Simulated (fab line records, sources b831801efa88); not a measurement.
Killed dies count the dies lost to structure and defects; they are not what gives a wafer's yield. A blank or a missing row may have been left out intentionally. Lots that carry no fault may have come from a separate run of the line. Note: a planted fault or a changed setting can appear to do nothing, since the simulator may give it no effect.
A struck lot beside a sound one | flow sky130 | 15 out of 708 route steps
Sound: wafers L878.1, L878.3, L878.6. Wafers struck: L869.2, L869.3, L869.4. Last of all comes the cause.
Order at every step that has rows: each side's tool, ch and its chambers, its first start. Under that, the readings that differ: sound wafers | struck wafers | difference of the means | sigmas: that difference in standard deviations of wafers without a fault.
alike: words and numbers the same on both sides, and readings whose means are apart by under 2 such deviations; not compared: readings that were withheld, readings missing a value for some wafer, numbers with overlapping values and no deviation given by the record, and bounds like >300 which may hide the same value.
Wherever a step has rows on one side only, a row that says differs or no value, or a row with sigmas, the two part there. Numbers that don't overlap but have no deviation are shown without sigmas and don't part them. Lack of a reading on every wafer of one side parts them only where that side has two or more wafers.

SKY_VIA4_CMP_02: polishes SiO2.
  sound on cmp-01 ch 1,2,3, day 46 07:34; struck on cmp-02 ch 0,1,3, day 42 23:43
  alike: motor current A
SKY_VIA4_BOW_MEAS_03:
  sound on film metro-04, day 46 07:46; struck on film metro-01, day 42 23:59
  alike: VIA4_BOW
then, 7 steps without rows for these wafers: SKY_VIA4_DEHYDRATE_04 (time 60 s); SKY_VIA4_HMDS_05 (prime time 60 s); SKY_VIA4_COAT_06 (resist thk 1140 nm); SKY_VIA4_SOFTBAKE_07 (time 60 s); SKY_VIA4_EXPOSE_08 (exposes mask VIM4, target cd 800 nm); SKY_VIA4_PEB_09; SKY_VIA4_DEVELOP_10 (develop time 60 s).
SKY_VIA4_OVL_MEAS_11:
  sound on overlay-02, day 47 03:34; struck on overlay-02, day 43 22:40
  alike: VIA4_OVL
SKY_VIA4_ETCH_12: etches SiO2 in C4F8/O2/Ar, stops on TiN, target depth 580 nm.
  sound on rie diel-02 ch 0,1,3, day 47 03:36; struck on rie diel-02 ch 0,2,3, day 43 22:41
  alike: oes product au
SKY_VIA4_STRIP_13: strips in O2/N2.
  sound on plasma asher-03 ch 1, day 47 03:40; struck on plasma asher-01 ch 0,1, day 43 22:46
  alike: chamber pressure mTorr, drypump motor current A, oes product au, strip time to endpoint s
  not compared: rf hours counter h
SKY_VIA4_STRIP_14: strips in post etch residue remover, time 1200 s.
  sound on wet bench-04 ch 3, day 47 03:46; struck on wet bench-04 ch 1, day 43 22:52
  no value came back on the struck wafers for bath guard temp C (C), bath heat duty pct (%); on the sound wafers bath guard temp C (C) reads 71.7 71.5 71.5
then, 1 step without rows for these wafers: SKY_VIA4_CLEAN_15 (cleans in IPA, time 180 s).
-- the record jumps here: 3 days lie between the struck wafers' starts before and after (it left off in module VIA4 and takes up again in module PAD_OPEN, whose first step shown is number 708 of the route) --
SKY_PAD_OPEN_PROBE_99:
  sound on prober-01, day 49 16:10; struck on prober-01, day 46 18:50
  reading                       | sound               | struck              | difference | sigmas
  killed at front end           | 21 20 27            | 7 13 17             | -10        | -2
  sort_bin_5_function (%)       | 11.8 12.8 11.4      | 6.5 11.0 9.3        | -3.1       | -2
  model.etest.via4 chain.rc ohm | 0.789 0.8027 0.8076 | 0.954 0.9419 0.9585 | +0.152     |
  alike: defect limited yield, killed_at_M0_to_M3, killed_at_M4_up, killed at contacts, killed at other, killed dies, killed open, killed short, sort_bin_3_pad_short, sort_bin_6_memory, sort n pass, sort yield pct

## WHERE THEY PART
At SKY_VIA4_STRIP_14 first; at SKY_PAD_OPEN_PROBE_99 last (within this record only).

WHY: what had been put in by the simulator
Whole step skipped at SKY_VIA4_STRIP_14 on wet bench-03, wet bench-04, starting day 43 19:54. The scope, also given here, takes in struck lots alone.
